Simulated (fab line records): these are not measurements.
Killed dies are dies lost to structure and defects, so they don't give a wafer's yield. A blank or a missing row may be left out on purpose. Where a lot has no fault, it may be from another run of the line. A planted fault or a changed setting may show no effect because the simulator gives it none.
Which tool was responsible? | flow gf180mcu | 33 wafers from 11 lots sampled at 3 of the route's 602 steps

== WHAT EACH GAUGE READ, for each wafer ==
GF_V5_RS_MEAS_24: the measuring method here is four-point-probe. Usual: for V5_W_RS the level is 0.327 ohm/sq and the standard deviation is 0.0036.
lot  | measured     | on            | V5_W_RS (ohm/sq)  | flag
L824 | day 27 21:05 | film-metro-01 | 0.323 0.326 0.327 |
L825 | day 28 03:42 | film-metro-01 | 0.333 0.335 0.334 |
L831 | day 30 00:28 | film-metro-01 | 0.329 0.326 0.330 |
L832 | day 30 07:29 | film-metro-03 | 0.326 0.328 0.325 |
L833 | day 30 13:34 | film-metro-03 | 0.335 0.327 0.330 |
L835 | day 31 03:54 | film-metro-03 | 0.324 0.321 0.320 |
L839 | day 32 02:12 | film-metro-03 | 0.326 0.329 0.327 |
L841 | day 32 12:41 | film-metro-01 | 0.323 0.327 0.325 |
L842 | day 33 00:02 | film-metro-02 | 0.329 0.326 0.327 |
L843 | day 33 14:39 | film-metro-03 | 0.322 0.324 0.325 |
L844 | day 33 16:27 | film-metro-01 | 0.326 0.328 0.327 |

GF_TOP_METAL_CD_MEAS_14 targets a cd of 440 nm. Usual: cd-nm at 440.0 nm, with a standard deviation of 2.2.
lot  | measured     | on        | cd-nm (nm)        | flag
L824 | day 28 17:00 | cd-sem-02 | 441.7 442.6 441.7 |
L825 | day 29 00:02 | cd-sem-02 | 439.7 442.1 442.0 |
L831 | day 30 19:33 | cd-sem-02 | 443.5 442.0 441.2 |
L832 | day 31 01:19 | cd-sem-01 | 444.9 441.7 441.5 |
L833 | day 31 07:15 | cd-sem-02 | 438.8 438.9 438.5 |
L835 | day 31 21:20 | cd-sem-01 | 440.7 440.2 442.0 |
L839 | day 32 18:41 | cd-sem-02 | 437.7 434.6 436.0 |
L841 | day 33 05:40 | cd-sem-01 | 436.3 435.7 435.0 |
L842 | day 33 16:18 | cd-sem-01 | 438.0 438.4 437.8 |
L843 | day 34 06:12 | cd-sem-01 | 439.0 443.4 442.4 |
L844 | day 34 07:47 | cd-sem-01 | 437.7 436.4 437.8 |

== TOOL THAT RAN EACH LOT (tool first, then ch and the chambers of the sampled wafers, then the start) ==
lot  | GF_TOP_METAL_SPUTTER_03
L824 | pvd-sputter-04, day 27 21:43
L825 | pvd-sputter-04, day 28 04:19
L831 | pvd-sputter-02, day 30 01:08
L832 | pvd-sputter-04, day 30 08:07
L833 | pvd-sputter-02, day 30 14:10
L835 | pvd-sputter-04, day 31 04:31
L839 | pvd-sputter-03, day 32 02:58
L841 | pvd-sputter-04, day 32 13:40
L842 | pvd-sputter-04, day 33 00:42
L843 | pvd-sputter-02, day 33 15:18
L844 | pvd-sputter-04, day 33 17:07
- GF_TOP_METAL_SPUTTER_03: material Ti, target thk 5 nm, time 3.3 s.

== WHAT THE TOOLS THEMSELVES READ (means of the sampled wafers that have a number; where no wafer has one, the mark that the record gives instead) ==
GF_TOP_METAL_SPUTTER_03. Usual: throttle-valve-pct at 29.9 %, with a standard deviation of 1.2.
lot  | tool           | throttle-valve-pct (%) | flag
L824 | pvd-sputter-04 | 29.1                   |
L825 | pvd-sputter-04 | 29.3                   |
L831 | pvd-sputter-02 | 31.4                   |
L832 | pvd-sputter-04 | 29.5                   |
L833 | pvd-sputter-02 | 30.2                   |
L835 | pvd-sputter-04 | 29.1                   |
L839 | pvd-sputter-03 | 30.5                   |
L841 | pvd-sputter-04 | 28.7                   |
L842 | pvd-sputter-04 | 29.8                   |
L843 | pvd-sputter-02 | 30.2                   |
L844 | pvd-sputter-04 | 28.7                   |

== THE ANSWER, worked out from the rows above alone ==
Rule: take the mean of a lot's wafers that have a number; if it is more than 3 standard deviations from the usual mean, the lot is off. Also off: a lot with no number at a reading for which 4 or more lots have one. Any other lot the step has rows for is counted as sound. Order of review: gauges by route order, followed by the tools' own readings, for which a lot's mean as printed above is used. At the first step where some lot is off, the reading lying furthest off is the one used; lots without a number count as furthest.
Nothing can be told from this: no lot is off at any reading shown.

== WHAT WAS PUT IN BY THE SIMULATOR ==
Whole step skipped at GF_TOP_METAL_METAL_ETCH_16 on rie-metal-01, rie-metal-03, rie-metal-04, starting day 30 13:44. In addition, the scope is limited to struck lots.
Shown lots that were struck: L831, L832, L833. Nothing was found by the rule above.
